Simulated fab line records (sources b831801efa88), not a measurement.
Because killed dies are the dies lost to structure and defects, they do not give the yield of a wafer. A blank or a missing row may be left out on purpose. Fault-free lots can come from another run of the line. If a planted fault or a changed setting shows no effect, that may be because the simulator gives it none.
One fault through the eyes of 2 desks / flow sky130 / each desk has only its own numbers; what lay behind them comes last

## AT THE METROLOGY DESK
Lot by lot, what the gauges showed, no matter which tool ran the lot: averages of those sampled wafers that carry a number. A lot is out of limits, marked OUT, if its mean lies more than 4 standard deviations from the usual mean; the brackets give that distance.
Columns: A = METAL5_ALCU_RS at SKY_METAL5_RS_MEAS_05, usual 0.0270 ohm/sq; B = METAL5_ALCU_THK at SKY_METAL5_THK_MEAS_06, usual 1148 nm
lot=L676; first seen here=day 42 23:38; A=0.0272; B=1142
lot=L677; first seen here=day 43 10:52; A=0.0273; B=1134
lot=L678; first seen here=day 43 13:59; A=0.0271; B=1136
lot=L680; first seen here=day 44 09:29; A=0.0272; B=1140
lot=L681; first seen here=day 44 22:38; A=0.0268; B=1164
lot=L683; first seen here=day 45 01:27; A=0.0267; B=1165
lot=L684; first seen here=day 45 22:47; A=0.0272; B=1140
lot=L685; first seen here=day 46 01:40; A=0.0272; B=1139
lot=L688; first seen here=day 46 11:18; A=0.0272; B=1140
lot=L689; first seen here=day 46 14:43; A=0.0270; B=1147
lot=L695; first seen here=day 47 23:50; A=0.0267; B=1154
lot=L698; first seen here=day 48 21:36; A=0.0273; B=1136
This desk's finding: nothing out of limits on any of the 12 lots.

## AT THE TOOL OWNER'S DESK: plasmaAsher-02
The tool's own readings at SKY_LDD_P_STRIP_10 (strips in O2/N2): means of the sampled wafers that have a number, for each lot that ran on this tool. A lot is out of limits, marked OUT, if its mean lies more than 4 standard deviations from the usual mean; the brackets give that distance.
Columns: A = chamberPressureMTorr at SKY_LDD_P_STRIP_10, usual 1500.0 mTorr; B = drypumpMotorCurrentA at SKY_LDD_P_STRIP_10, usual 5.7 A; C = oesProductAu at SKY_LDD_P_STRIP_10, usual 0.716 a.u.; D = stripTimeToEndpointS at SKY_LDD_P_STRIP_10, usual 14.19 s
lot=L677; first seen here=day 19 19:47; A=1500.7; B=6.2; C=0.721; D=14.21
lot=L678; first seen here=day 19 23:28; A=1498.7; B=6.1; C=0.720; D=14.22
lot=L680; first seen here=day 21 00:41; A=1499.1; B=6.1; C=0.718; D=14.25
lot=L681; first seen here=day 21 18:10; A=1499.5; B=6.2; C=0.716; D=14.11
lot=L684; first seen here=day 23 06:59; A=1500.1; B=6.2; C=0.714; D=14.17
lot=L688; first seen here=day 24 02:58; A=1498.8; B=6.0; C=0.719; D=14.20
lot=L695; first seen here=day 26 05:08; A=1501.0; B=6.0; C=0.716; D=14.20
lot=L698; first seen here=day 27 07:11; A=1499.9; B=6.0; C=0.715; D=14.22
This desk's finding: nothing out of limits on any of the 8 lots.

## PUT TOGETHER
The metrology desk saw nothing out of limits.
The desk of the tool owner found nothing out of limits.

## WHAT HAD BEEN PUT IN BY THE SIMULATOR
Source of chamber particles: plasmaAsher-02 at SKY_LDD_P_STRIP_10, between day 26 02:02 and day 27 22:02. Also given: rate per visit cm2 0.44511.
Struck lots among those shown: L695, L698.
